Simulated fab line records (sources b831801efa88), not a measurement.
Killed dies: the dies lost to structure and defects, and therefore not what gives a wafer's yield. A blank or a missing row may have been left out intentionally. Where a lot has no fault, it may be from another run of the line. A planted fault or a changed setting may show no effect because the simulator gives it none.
Chamber matching :: flow gf180mcu :: rie diel-02 running GF_HV_LDD_ETCHBACK_58: 4 sister chambers
The step etches Si3N4 in CH3F/O2, stops on SiO2, time 100 s, target depth 90 nm. 14 wafers are shown with their chamber, then 7 later ones without.

WAFERS WITH THEIR CHAMBER
wafer: L660.3
chamber: 0
oes product au (a.u.): 0.838
throttle valve pct (%): 10.561

wafer: L660.5
chamber: 3
oes product au (a.u.): 0.835
throttle valve pct (%): 10.563

wafer: L660.6
chamber: 2
oes product au (a.u.): 0.851
throttle valve pct (%): 10.557

wafer: L661.2
chamber: 2
oes product au (a.u.): 0.848
throttle valve pct (%): 10.550

wafer: L661.3
chamber: 0
oes product au (a.u.): 0.842
throttle valve pct (%): 10.571

wafer: L661.5
chamber: 2
oes product au (a.u.): 0.845
throttle valve pct (%): 10.549

wafer: L662.1
chamber: 1
oes product au (a.u.): 0.838
throttle valve pct (%): 10.577

wafer: L662.2
chamber: 3
oes product au (a.u.): 0.854
throttle valve pct (%): 10.548

wafer: L662.5
chamber: 1
oes product au (a.u.): 0.837
throttle valve pct (%): 10.565

wafer: L665.1
chamber: 0
oes product au (a.u.): 0.840
throttle valve pct (%): 10.554

wafer: L665.4
chamber: 2
oes product au (a.u.): 0.837
throttle valve pct (%): 10.578

wafer: L665.5
chamber: 1
oes product au (a.u.): 0.834
throttle valve pct (%): 10.564

wafer: L667.1
chamber: 1
oes product au (a.u.): 0.844
throttle valve pct (%): 10.561

wafer: L667.4
chamber: 2
oes product au (a.u.): 0.843
throttle valve pct (%): 10.579

SIGNATURES, as means of the wafers listed above
reading: oes product au
chamber 0: 0.84000
chamber 1: 0.83825
chamber 2: 0.84480
chamber 3: 0.84450
scatter within a chamber: 0.00595

reading: throttle valve pct
chamber 0: 10.56200
chamber 1: 10.56675
chamber 2: 10.56260
chamber 3: 10.55550
scatter within a chamber: 0.0114
Rule: for a wafer and a chamber, the distance is found by dividing, reading by reading, the gap between the wafer's reading and the chamber's mean by the reading's scatter, squaring, summing and taking the root. If the next closest chamber is less than 2 further off than the closest, the wafer can't be placed; otherwise it belongs to the closest. The scatter: the root of (the sum of the squares of (reading less its chamber's mean) over the shown wafers, divided by (wafers less chambers)).

WAFERS MISSING THEIR CHAMBER
wafer: L667.6
oes product au (a.u.): 0.846
throttle valve pct (%): 10.554

wafer: L676.1
oes product au (a.u.): 0.848
throttle valve pct (%): 10.569

wafer: L676.3
oes product au (a.u.): 0.852
throttle valve pct (%): 10.570

wafer: L676.4
oes product au (a.u.): 0.834
throttle valve pct (%): 10.541

wafer: L678.1
oes product au (a.u.): 0.846
throttle valve pct (%): 10.555

wafer: L678.2
oes product au (a.u.): 0.837
throttle valve pct (%): 10.542

wafer: L678.6
oes product au (a.u.): 0.844
throttle valve pct (%): 10.565

WHICH CHAMBER EACH ONE RAN IN
wafer: L667.6
from the rows above: can't be placed: 3 or 2 or 0 or 1
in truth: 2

wafer: L676.1
from the rows above: can't be placed: 2 or 3 or 0 or 1
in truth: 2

wafer: L676.3
from the rows above: can't be placed: 2 or 3 or 0 or 1
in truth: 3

wafer: L676.4
from the rows above: can't be placed: 0 or 3 or 1 or 2
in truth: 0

wafer: L678.1
from the rows above: can't be placed: 3 or 2 or 0 or 1
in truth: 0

wafer: L678.2
from the rows above: can't be placed: 3 or 0 or 1 or 2
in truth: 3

wafer: L678.6
from the rows above: can't be placed: 2 or 0 or 3 or 1
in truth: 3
Placed correctly: 0 of 7. Unplaceable from these rows: 7, with the true chamber sitting among the candidates in 7. Wrongly placed: 0.
